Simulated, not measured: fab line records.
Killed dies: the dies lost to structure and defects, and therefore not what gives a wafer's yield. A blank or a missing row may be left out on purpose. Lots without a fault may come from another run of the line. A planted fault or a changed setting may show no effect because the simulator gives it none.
Matching of chambers    flow sky130    4 sister chambers for SKY_VIA4_ETCH_12 on rie_diel-01
The step etches SiO2 in C4F8/O2/Ar, stops on TiN, target depth 580 nm. 4 wafers are shown with their chamber, then 9 later ones without.

WAFERS WITH THEIR CHAMBER
wafer   chamber  oes_product_au (a.u.)
L085.5  2        0.916
L088.3  3        0.927
L088.4  0        0.924
L088.5  1        0.936

WAFERS WITHOUT THEIR CHAMBER
wafer   oes_product_au (a.u.)
L092.3  0.919
L092.4  0.927
L092.6  0.927
L095.2  0.926
L095.3  0.916
L095.6  0.928
L097.1  0.932
L097.3  0.928
L097.4  0.922

THE CHAMBER EACH PASSED THROUGH
wafer    from the rows above       in truth
L092.3   can't be placed: 2 or 0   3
L092.4   can't be placed: 3 or 0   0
L092.6   can't be placed: 3 or 0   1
L095.2   can't be placed: 3 or 0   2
L095.3   2                         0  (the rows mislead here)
L095.6   can't be placed: 3 or 0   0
L097.1   can't be placed: 1 or 3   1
L097.3   can't be placed: 3 or 0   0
L097.4   can't be placed: 0 or 3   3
Correctly placed: 0 of 9. From these rows, 8 cannot be placed; in 5 the true chamber is one of the candidates. Wrongly placed: 1.
How it was worked out, from the rows above alone: a wafer's distance from a chamber is the root of the sum, over the readings, of the square of ((its reading less the chamber's mean) divided by the reading's scatter). The wafer belongs to the nearest chamber; if the next one is less than 2 further off, it can't be placed. For every chamber, the mean is computed from those of its wafers that are shown. The scatter: with one shown wafer a chamber, the root of the mean of the squares of how far each hidden wafer lies from its nearest shown one.
